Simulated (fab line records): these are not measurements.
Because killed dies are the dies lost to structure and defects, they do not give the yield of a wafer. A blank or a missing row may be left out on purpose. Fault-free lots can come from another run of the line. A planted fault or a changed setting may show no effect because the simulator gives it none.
Which of the tools did it? :: flow gf180mcu :: 72 wafers from 24 lots sampled at 6 of the route's 602 steps

WHAT EACH GAUGE READ, for each wafer
GF_HV_LDD_OVL_MEAS_32.
lot: L074
measured: day 11 15:05
on: overlay-01
HV_LDD_02_OVL (nm): 2.3 0.8 1.7

lot: L075
measured: day 11 20:39
on: overlay-01
HV_LDD_02_OVL (nm): 1.7 1.3 3.1

lot: L076
measured: day 12 01:35
on: overlay-01
HV_LDD_02_OVL (nm): 3.6 1.1 2.8

lot: L077
measured: day 12 12:06
on: overlay-02
HV_LDD_02_OVL (nm): 1.4 2.1 1.7

lot: L078
measured: day 12 15:59
on: overlay-02
HV_LDD_02_OVL (nm): 1.2 1.6 0.8

lot: L079
measured: day 13 03:47
on: overlay-02
HV_LDD_02_OVL (nm): -2.6 0.1 -1.8

lot: L080
measured: day 13 10:17
on: overlay-01
HV_LDD_02_OVL (nm): -1.4 -1.0 -2.1

lot: L081
measured: day 13 17:16
on: overlay-02
HV_LDD_02_OVL (nm): -3.2 -3.4 -1.8

lot: L082
measured: day 14 02:49
on: overlay-01
HV_LDD_02_OVL (nm): 1.8 3.1 3.1

lot: L083
measured: day 14 12:33
on: overlay-01
HV_LDD_02_OVL (nm): 0.0 0.1 -1.0

lot: L084
measured: day 14 19:19
on: overlay-01
HV_LDD_02_OVL (nm): -0.8 -1.7 0.2

lot: L085
measured: day 15 03:29
on: overlay-01
HV_LDD_02_OVL (nm): -2.3 -0.2 0.0

lot: L086
measured: day 15 12:03
on: overlay-02
HV_LDD_02_OVL (nm): -0.1 -0.4 -0.6

lot: L087
measured: day 15 14:57
on: overlay-01
HV_LDD_02_OVL (nm): 0.5 0.9 0.4

lot: L088
measured: day 16 02:01
on: overlay-01
HV_LDD_02_OVL (nm): 2.2 4.0 1.2

lot: L089
measured: day 16 14:26
on: overlay-02
HV_LDD_02_OVL (nm): 2.0 1.3 0.6

lot: L090
measured: day 16 19:34
on: overlay-01
HV_LDD_02_OVL (nm): 0.3 -0.5 -0.4

lot: L091
measured: day 17 07:59
on: overlay-01
HV_LDD_02_OVL (nm): 1.6 0.8 1.1

lot: L092
measured: day 17 11:27
on: overlay-01
HV_LDD_02_OVL (nm): 0.7 0.7 1.0

lot: L093
measured: day 17 18:57
on: overlay-02
HV_LDD_02_OVL (nm): 1.4 0.5 1.6

lot: L094
measured: day 17 23:42
on: overlay-02
HV_LDD_02_OVL (nm): -2.1 -2.9 -4.5

lot: L095
measured: day 18 10:06
on: overlay-02
HV_LDD_02_OVL (nm): 2.2 1.5 1.5

lot: L096
measured: day 18 18:48
on: overlay-02
HV_LDD_02_OVL (nm): 0.2 0.2 -2.2

lot: L097
measured: day 19 04:52
on: overlay-01
HV_LDD_02_OVL (nm): -1.2 0.2 0.1

GF_V3_RS_MEAS_24: measures by four-point-probe.
lot: L074
measured: day 22 13:08
on: film-metro-02
V3_W_RS (ohm/sq): 0.324 0.323 0.328

lot: L075
measured: day 23 01:10
on: film-metro-02
V3_W_RS (ohm/sq): 0.333 0.329 0.330

lot: L076
measured: day 23 04:39
on: film-metro-02
V3_W_RS (ohm/sq): 0.324 0.331 0.331

lot: L077
measured: day 23 16:10
on: film-metro-03
V3_W_RS (ohm/sq): 0.324 0.329 0.323

lot: L078
measured: day 23 20:19
on: film-metro-03
V3_W_RS (ohm/sq): 0.324 0.330 0.328

lot: L079
measured: day 24 08:32
on: film-metro-02
V3_W_RS (ohm/sq): 0.330 0.327 0.323

lot: L080
measured: day 24 15:58
on: film-metro-02
V3_W_RS (ohm/sq): 0.331 0.325 0.332

lot: L081
measured: day 24 21:45
on: film-metro-03
V3_W_RS (ohm/sq): 0.326 0.333 0.334

lot: L082
measured: day 25 09:11
on: film-metro-02
V3_W_RS (ohm/sq): 0.333 0.334 0.332

lot: L083
measured: day 25 17:42
on: film-metro-01
V3_W_RS (ohm/sq): 0.332 0.328 0.327

lot: L084
measured: day 26 00:31
on: film-metro-02
V3_W_RS (ohm/sq): 0.328 0.327 0.328

lot: L085
measured: day 26 07:58
on: film-metro-02
V3_W_RS (ohm/sq): 0.326 0.324 0.325

lot: L086
measured: day 26 16:52
on: film-metro-02
V3_W_RS (ohm/sq): 0.325 0.322 0.323

lot: L087
measured: day 26 21:13
on: film-metro-02
V3_W_RS (ohm/sq): 0.335 0.328 0.330

lot: L088
measured: day 27 05:26
on: film-metro-01
V3_W_RS (ohm/sq): 0.329 0.327 0.330

lot: L089
measured: day 27 17:47
on: film-metro-02
V3_W_RS (ohm/sq): 0.329 0.325 0.329

lot: L090
measured: day 27 22:59
on: film-metro-03
V3_W_RS (ohm/sq): 0.327 0.324 0.329

lot: L091
measured: day 28 08:54
on: film-metro-01
V3_W_RS (ohm/sq): 0.324 0.327 0.329

lot: L092
measured: day 28 12:04
on: film-metro-02
V3_W_RS (ohm/sq): 0.329 0.321 0.325

lot: L093
measured: day 28 17:16
on: film-metro-02
V3_W_RS (ohm/sq): 0.327 0.322 0.330

lot: L094
measured: day 28 20:16
on: film-metro-02
V3_W_RS (ohm/sq): 0.326 0.329 0.330

lot: L095
measured: day 29 05:22
on: film-metro-02
V3_W_RS (ohm/sq): 0.326 0.327 0.326

lot: L096
measured: day 29 11:26
on: film-metro-01
V3_W_RS (ohm/sq): 0.328 0.326 0.331

lot: L097
measured: day 29 19:22
on: film-metro-02
V3_W_RS (ohm/sq): 0.329 0.325 0.324

GF_V4_RS_MEAS_24: measures by four-point-probe.
lot: L074
measured: day 24 12:28
on: film-metro-04
V4_W_RS (ohm/sq): 0.327 0.327 0.326

lot: L075
measured: day 25 01:35
on: film-metro-01
V4_W_RS (ohm/sq): 0.328 0.333 0.326

lot: L076
measured: day 25 03:40
on: film-metro-01
V4_W_RS (ohm/sq): 0.322 0.323 0.324

lot: L077
measured: day 25 15:10
on: film-metro-01
V4_W_RS (ohm/sq): 0.318 0.325 0.321

lot: L078
measured: day 25 18:53
on: film-metro-03
V4_W_RS (ohm/sq): 0.322 0.327 0.322

lot: L079
measured: day 26 06:17
on: film-metro-01
V4_W_RS (ohm/sq): 0.324 0.321 0.320

lot: L080
measured: day 26 13:45
on: film-metro-03
V4_W_RS (ohm/sq): 0.320 0.327 0.326

lot: L081
measured: day 26 19:05
on: film-metro-04
V4_W_RS (ohm/sq): 0.326 0.326 0.326

lot: L082
measured: day 27 05:53
on: film-metro-04
V4_W_RS (ohm/sq): 0.327 0.335 0.325

lot: L083
measured: day 27 13:53
on: film-metro-03
V4_W_RS (ohm/sq): 0.322 0.324 0.320

lot: L084
measured: day 27 19:54
on: film-metro-03
V4_W_RS (ohm/sq): 0.317 0.321 0.316

lot: L085
measured: day 28 04:07
on: film-metro-01
V4_W_RS (ohm/sq): 0.325 0.325 0.323

lot: L086
measured: day 28 11:55
on: film-metro-04
V4_W_RS (ohm/sq): 0.322 0.326 0.323

lot: L087
measured: day 28 16:51
on: film-metro-04
V4_W_RS (ohm/sq): 0.318 0.328 0.324

lot: L088
measured: day 28 23:33
on: film-metro-01
V4_W_RS (ohm/sq): 0.324 0.320 0.328

lot: L089
measured: day 29 12:51
on: film-metro-03
V4_W_RS (ohm/sq): 0.333 0.329 0.323

lot: L090
measured: day 29 16:33
on: film-metro-04
V4_W_RS (ohm/sq): 0.325 0.328 0.323

lot: L091
measured: day 30 03:11
on: film-metro-04
V4_W_RS (ohm/sq): 0.330 0.333 0.332

lot: L092
measured: day 30 05:03
on: film-metro-04
V4_W_RS (ohm/sq): 0.323 0.321 0.325

lot: L093
measured: day 30 09:51
on: film-metro-01
V4_W_RS (ohm/sq): 0.325 0.324 0.326

lot: L094
measured: day 30 12:32
on: film-metro-03
V4_W_RS (ohm/sq): 0.325 0.330 0.328

lot: L095
measured: day 30 22:19
on: film-metro-04
V4_W_RS (ohm/sq): 0.325 0.325 0.322

lot: L096
measured: day 31 04:08
on: film-metro-04
V4_W_RS (ohm/sq): 0.324 0.320 0.325

lot: L097
measured: day 31 10:39
on: film-metro-03
V4_W_RS (ohm/sq): 0.329 0.325 0.329

TOOL THAT RAN EACH LOT (tool first, then ch and the chambers of the sampled wafers, then the start)
lot: L074
GF_V1_CMP_04: cmp-02 ch 1,2,3, day 17 06:20
GF_V2_CVD_02: pecvd-03 ch 0,1,2, day 19 09:34
GF_M4_SPUTTER_04: pvd-sputter-04, day 22 13:47

lot: L075
GF_V1_CMP_04: cmp-01 ch 0,1, day 17 16:50
GF_V2_CVD_02: pecvd-02 ch 0,1,2, day 19 22:04
GF_M4_SPUTTER_04: pvd-sputter-04, day 23 01:49

lot: L076
GF_V1_CMP_04: cmp-01 ch 0,3, day 17 21:45
GF_V2_CVD_02: pecvd-02 ch 1,2, day 20 00:56
GF_M4_SPUTTER_04: pvd-sputter-01, day 23 05:19

lot: L077
GF_V1_CMP_04: cmp-01 ch 0,2,3, day 18 09:02
GF_V2_CVD_02: pecvd-03 ch 0,1,2, day 20 12:32
GF_M4_SPUTTER_04: pvd-sputter-02, day 23 16:49

lot: L078
GF_V1_CMP_04: cmp-02 ch 0,1, day 18 13:46
GF_V2_CVD_02: pecvd-03 ch 1,2, day 20 17:47
GF_M4_SPUTTER_04: pvd-sputter-04, day 23 20:56

lot: L079
GF_V1_CMP_04: cmp-01 ch 0,1,2, day 19 03:58
GF_V2_CVD_02: pecvd-03 ch 0,1,2, day 21 07:08
GF_M4_SPUTTER_04: pvd-sputter-02, day 24 09:12

lot: L080
GF_V1_CMP_04: cmp-01 ch 0,1,3, day 19 12:20
GF_V2_CVD_02: pecvd-03 ch 0,1,2, day 21 14:41
GF_M4_SPUTTER_04: pvd-sputter-02, day 24 16:38

lot: L081
GF_V1_CMP_04: cmp-01 ch 1,3, day 19 18:57
GF_V2_CVD_02: pecvd-03 ch 0,1,2, day 21 22:31
GF_M4_SPUTTER_04: pvd-sputter-02, day 24 22:22

lot: L082
GF_V1_CMP_04: cmp-01 ch 2,3, day 20 07:12
GF_V2_CVD_02: pecvd-02 ch 0,2, day 22 10:07
GF_M4_SPUTTER_04: pvd-sputter-01, day 25 09:49

lot: L083
GF_V1_CMP_04: cmp-02 ch 1,2,3, day 20 17:23
GF_V2_CVD_02: pecvd-01 ch 0,1,2, day 22 19:01
GF_M4_SPUTTER_04: pvd-sputter-02, day 25 18:21

lot: L084
GF_V1_CMP_04: cmp-01 ch 1,2, day 20 23:59
GF_V2_CVD_02: pecvd-03 ch 0,1,2, day 23 01:38
GF_M4_SPUTTER_04: pvd-sputter-02, day 26 01:10

lot: L085
GF_V1_CMP_04: cmp-01 ch 0,2,3, day 21 09:17
GF_V2_CVD_02: pecvd-03 ch 1,2, day 23 11:02
GF_M4_SPUTTER_04: pvd-sputter-01, day 26 08:40

lot: L086
GF_V1_CMP_04: cmp-01 ch 1,3, day 21 18:41
GF_V2_CVD_02: pecvd-03 ch 1, day 23 20:05
GF_M4_SPUTTER_04: pvd-sputter-04, day 26 17:34

lot: L087
GF_V1_CMP_04: cmp-01 ch 0,1,2, day 21 23:12
GF_V2_CVD_02: pecvd-03 ch 0,1,2, day 24 00:16
GF_M4_SPUTTER_04: pvd-sputter-01, day 26 21:52

lot: L088
GF_V1_CMP_04: cmp-01 ch 1,2, day 22 09:23
GF_V2_CVD_02: pecvd-02 ch 0,1,2, day 24 09:38
GF_M4_SPUTTER_04: pvd-sputter-02, day 27 06:03

lot: L089
GF_V1_CMP_04: cmp-02 ch 0,2,3, day 22 23:59
GF_V2_CVD_02: pecvd-03 ch 0,1,2, day 24 22:35
GF_M4_SPUTTER_04: pvd-sputter-02, day 27 18:25

lot: L090
GF_V1_CMP_04: cmp-01 ch 0,3, day 23 02:53
GF_V2_CVD_02: pecvd-01 ch 0,1,2, day 25 04:01
GF_M4_SPUTTER_04: pvd-sputter-01, day 27 23:37

lot: L091
GF_V1_CMP_04: cmp-01 ch 0,1,3, day 23 15:16
GF_V2_CVD_02: pecvd-02 ch 1,2, day 25 14:01
GF_M4_SPUTTER_04: pvd-sputter-04, day 28 09:35

lot: L092
GF_V1_CMP_04: cmp-01 ch 0,1,3, day 23 19:07
GF_V2_CVD_02: pecvd-01 ch 0,1,2, day 25 17:26
GF_M4_SPUTTER_04: pvd-sputter-04, day 28 12:43

lot: L093
GF_V1_CMP_04: cmp-02 ch 0,3, day 24 01:23
GF_V2_CVD_02: pecvd-02 ch 0,1, day 25 23:14
GF_M4_SPUTTER_04: pvd-sputter-01, day 28 18:09

lot: L094
GF_V1_CMP_04: cmp-01 ch 0,3, day 24 05:04
GF_V2_CVD_02: pecvd-02 ch 1,2, day 26 03:18
GF_M4_SPUTTER_04: pvd-sputter-04, day 28 20:55

lot: L095
GF_V1_CMP_04: cmp-02 ch 0,2, day 24 15:07
GF_V2_CVD_02: pecvd-01 ch 0,1, day 26 13:01
GF_M4_SPUTTER_04: pvd-sputter-02, day 29 06:01

lot: L096
GF_V1_CMP_04: cmp-02 ch 1,2,3, day 24 22:17
GF_V2_CVD_02: pecvd-02 ch 0,1,2, day 26 18:34
GF_M4_SPUTTER_04: pvd-sputter-01, day 29 12:06

lot: L097
GF_V1_CMP_04: cmp-02 ch 2,3, day 25 07:39
GF_V2_CVD_02: pecvd-02 ch 0,1,2, day 27 03:53
GF_M4_SPUTTER_04: pvd-sputter-02, day 29 19:58
- GF_V1_CMP_04: polishes SiO2.
- GF_V2_CVD_02: deposits SiO2 from TEOS, target thk 850 nm, time 94.851 s.
- GF_M4_SPUTTER_04: material TiN, target thk 50 nm, time 41.7 s.

WHAT THE TOOLS THEMSELVES READ (means of the sampled wafers that have a number; where no wafer has one, the mark that the record gives instead)
GF_V1_CMP_04.
lot: L074
tool: cmp-02
motor-current-A (A): 11.6
retaining-ring-pressure-frac: 1.003
slurry-flow-ml-min: 150.5
time-to-endpoint-s (s): 75

lot: L075
tool: cmp-01
motor-current-A (A): 11.9
retaining-ring-pressure-frac: 0.998
slurry-flow-ml-min: 150.4
time-to-endpoint-s (s): 78

lot: L076
tool: cmp-01
motor-current-A (A): 12.4
retaining-ring-pressure-frac: 1.000
slurry-flow-ml-min: 150.1
time-to-endpoint-s (s): 85

lot: L077
tool: cmp-01
motor-current-A (A): 11.9
retaining-ring-pressure-frac: 0.999
slurry-flow-ml-min: 149.5
time-to-endpoint-s (s): 83

lot: L078
tool: cmp-02
motor-current-A (A): 11.8
retaining-ring-pressure-frac: 1.001
slurry-flow-ml-min: 149.9
time-to-endpoint-s (s): 76

lot: L079
tool: cmp-01
motor-current-A (A): 11.6
retaining-ring-pressure-frac: 1.000
slurry-flow-ml-min: 150.3
time-to-endpoint-s (s): 80

lot: L080
tool: cmp-01
motor-current-A (A): 12.0
retaining-ring-pressure-frac: 0.999
slurry-flow-ml-min: 150.3
time-to-endpoint-s (s): 79

lot: L081
tool: cmp-01
motor-current-A (A): 11.4
retaining-ring-pressure-frac: 1.004
slurry-flow-ml-min: 149.8
time-to-endpoint-s (s): 77

lot: L082
tool: cmp-01
motor-current-A (A): 12.4
retaining-ring-pressure-frac: 0.998
slurry-flow-ml-min: 150.7
time-to-endpoint-s (s): 76

lot: L083
tool: cmp-02
motor-current-A (A): 12.3
retaining-ring-pressure-frac: 1.001
slurry-flow-ml-min: 149.8
time-to-endpoint-s (s): 75

lot: L084
tool: cmp-01
motor-current-A (A): 11.2
retaining-ring-pressure-frac: 1.005
slurry-flow-ml-min: 150.1
time-to-endpoint-s (s): 78

lot: L085
tool: cmp-01
motor-current-A (A): 12.5
retaining-ring-pressure-frac: 0.999
slurry-flow-ml-min: 150.3
time-to-endpoint-s (s): 78

lot: L086
tool: cmp-01
motor-current-A (A): 12.0
retaining-ring-pressure-frac: 1.006
slurry-flow-ml-min: 150.2
time-to-endpoint-s (s): 84

lot: L087
tool: cmp-01
motor-current-A (A): 11.1
retaining-ring-pressure-frac: 0.996
slurry-flow-ml-min: 150.6
time-to-endpoint-s (s): 75

lot: L088
tool: cmp-01
motor-current-A (A): 11.5
retaining-ring-pressure-frac: 1.000
slurry-flow-ml-min: 150.1
time-to-endpoint-s (s): 74

lot: L089
tool: cmp-02
motor-current-A (A): 11.9
retaining-ring-pressure-frac: 1.002
slurry-flow-ml-min: 149.4
time-to-endpoint-s (s): 74

lot: L090
tool: cmp-01
motor-current-A (A): 12.5
retaining-ring-pressure-frac: 1.006
slurry-flow-ml-min: 149.9
time-to-endpoint-s (s): 90

lot: L091
tool: cmp-01
motor-current-A (A): 12.1
retaining-ring-pressure-frac: 1.001
slurry-flow-ml-min: 150.6
time-to-endpoint-s (s): 91

lot: L092
tool: cmp-01
motor-current-A (A): 11.7
retaining-ring-pressure-frac: 1.001
slurry-flow-ml-min: 150.1
time-to-endpoint-s (s): 80

lot: L093
tool: cmp-02
motor-current-A (A): 11.3
retaining-ring-pressure-frac: 0.998
slurry-flow-ml-min: 150.1
time-to-endpoint-s (s): 79

lot: L094
tool: cmp-01
motor-current-A (A): 12.5
retaining-ring-pressure-frac: 0.995
slurry-flow-ml-min: 150.3
time-to-endpoint-s (s): 85

lot: L095
tool: cmp-02
motor-current-A (A): 12.7
retaining-ring-pressure-frac: 1.005
slurry-flow-ml-min: 149.6
time-to-endpoint-s (s): 82

lot: L096
tool: cmp-02
motor-current-A (A): 12.2
retaining-ring-pressure-frac: 0.998
slurry-flow-ml-min: 150.0
time-to-endpoint-s (s): 77

lot: L097
tool: cmp-02
motor-current-A (A): 12.1
retaining-ring-pressure-frac: 0.998
slurry-flow-ml-min: 150.5
time-to-endpoint-s (s): 75

GF_V2_CVD_02.
lot: L074
tool: pecvd-03
heater-power-w (W): 648

lot: L075
tool: pecvd-02
heater-power-w (W): 624

lot: L076
tool: pecvd-02
heater-power-w (W): 643

lot: L077
tool: pecvd-03
heater-power-w (W): 669

lot: L078
tool: pecvd-03
heater-power-w (W): 698

lot: L079
tool: pecvd-03
heater-power-w (W): 720

lot: L080
tool: pecvd-03
heater-power-w (W): 698

lot: L081
tool: pecvd-03
heater-power-w (W): 654

lot: L082
tool: pecvd-02
heater-power-w (W): 554

lot: L083
tool: pecvd-01
heater-power-w (W): 737

lot: L084
tool: pecvd-03
heater-power-w (W): 625

lot: L085
tool: pecvd-03
heater-power-w (W): 695

lot: L086
tool: pecvd-03
heater-power-w (W): 582

lot: L087
tool: pecvd-03
heater-power-w (W): 706

lot: L088
tool: pecvd-02
heater-power-w (W): 643

lot: L089
tool: pecvd-03
heater-power-w (W): 691

lot: L090
tool: pecvd-01
heater-power-w (W): 710

lot: L091
tool: pecvd-02
heater-power-w (W): 608

lot: L092
tool: pecvd-01
heater-power-w (W): 691

lot: L093
tool: pecvd-02
heater-power-w (W): 642

lot: L094
tool: pecvd-02
heater-power-w (W): 611

lot: L095
tool: pecvd-01
heater-power-w (W): 708

lot: L096
tool: pecvd-02
heater-power-w (W): 577

lot: L097
tool: pecvd-02
heater-power-w (W): 557

GF_M4_SPUTTER_04.
lot: L074
tool: pvd-sputter-04
chamber-pressure-pa (Pa): 0.3992
throttle-valve-pct (%): 28.5

lot: L075
tool: pvd-sputter-04
chamber-pressure-pa (Pa): 0.3995
throttle-valve-pct (%): 29.1

lot: L076
tool: pvd-sputter-01
chamber-pressure-pa (Pa): 0.4001
throttle-valve-pct (%): 29.8

lot: L077
tool: pvd-sputter-02
chamber-pressure-pa (Pa): 0.3993
throttle-valve-pct (%): 28.2

lot: L078
tool: pvd-sputter-04
chamber-pressure-pa (Pa): 0.4006
throttle-valve-pct (%): 29.1

lot: L079
tool: pvd-sputter-02
chamber-pressure-pa (Pa): 0.3999
throttle-valve-pct (%): 28.8

lot: L080
tool: pvd-sputter-02
chamber-pressure-pa (Pa): 0.3999
throttle-valve-pct (%): 27.8

lot: L081
tool: pvd-sputter-02
chamber-pressure-pa (Pa): 0.3995
throttle-valve-pct (%): 28.3

lot: L082
tool: pvd-sputter-01
chamber-pressure-pa (Pa): 0.3999
throttle-valve-pct (%): 29.9

lot: L083
tool: pvd-sputter-02
chamber-pressure-pa (Pa): 0.4008
throttle-valve-pct (%): 28.3

lot: L084
tool: pvd-sputter-02
chamber-pressure-pa (Pa): 0.4005
throttle-valve-pct (%): 28.2

lot: L085
tool: pvd-sputter-01
chamber-pressure-pa (Pa): 0.3999
throttle-valve-pct (%): 29.9

lot: L086
tool: pvd-sputter-04
chamber-pressure-pa (Pa): 0.4004
throttle-valve-pct (%): 30.3

lot: L087
tool: pvd-sputter-01
chamber-pressure-pa (Pa): 0.4000
throttle-valve-pct (%): 29.9

lot: L088
tool: pvd-sputter-02
chamber-pressure-pa (Pa): 0.4008
throttle-valve-pct (%): 28.9

lot: L089
tool: pvd-sputter-02
chamber-pressure-pa (Pa): 0.4006
throttle-valve-pct (%): 28.8

lot: L090
tool: pvd-sputter-01
chamber-pressure-pa (Pa): 0.4008
throttle-valve-pct (%): 30.2

lot: L091
tool: pvd-sputter-04
chamber-pressure-pa (Pa): 0.4000
throttle-valve-pct (%): 28.6

lot: L092
tool: pvd-sputter-04
chamber-pressure-pa (Pa): 0.4004
throttle-valve-pct (%): 30.0

lot: L093
tool: pvd-sputter-01
chamber-pressure-pa (Pa): 0.3995
throttle-valve-pct (%): 30.3

lot: L094
tool: pvd-sputter-04
chamber-pressure-pa (Pa): 0.3990
throttle-valve-pct (%): 29.7

lot: L095
tool: pvd-sputter-02
chamber-pressure-pa (Pa): 0.4004
throttle-valve-pct (%): 30.0

lot: L096
tool: pvd-sputter-01
chamber-pressure-pa (Pa): 0.4000
throttle-valve-pct (%): 30.3

lot: L097
tool: pvd-sputter-02
chamber-pressure-pa (Pa): 0.3997
throttle-valve-pct (%): 28.9

THE ANSWER, worked out from the rows above alone
Rule: the lots themselves supply what counts as usual. Put in order of their means at a reading, lots are off if they are a third of the lots or fewer, leave a main group of 4 or more, and stand apart from it by a gap of 3 or more times the standard deviation of the main group's means; of several such gaps the widest counts. A main group whose means are all the same, to the digits that the tables above print for the reading, isn't used. Also off: a lot with no number at a reading for which 4 or more lots have one. All remaining lots with rows at the step are treated as sound. First the gauges in route order, then the tools' own readings, where a lot's mean is used as printed above. At the first step where some lot is off, the reading lying furthest off is the one used; lots without a number count as furthest.
No lot is off at any reading shown: from this, nothing can be told.

WHAT THE SIMULATOR HAD PUT IN
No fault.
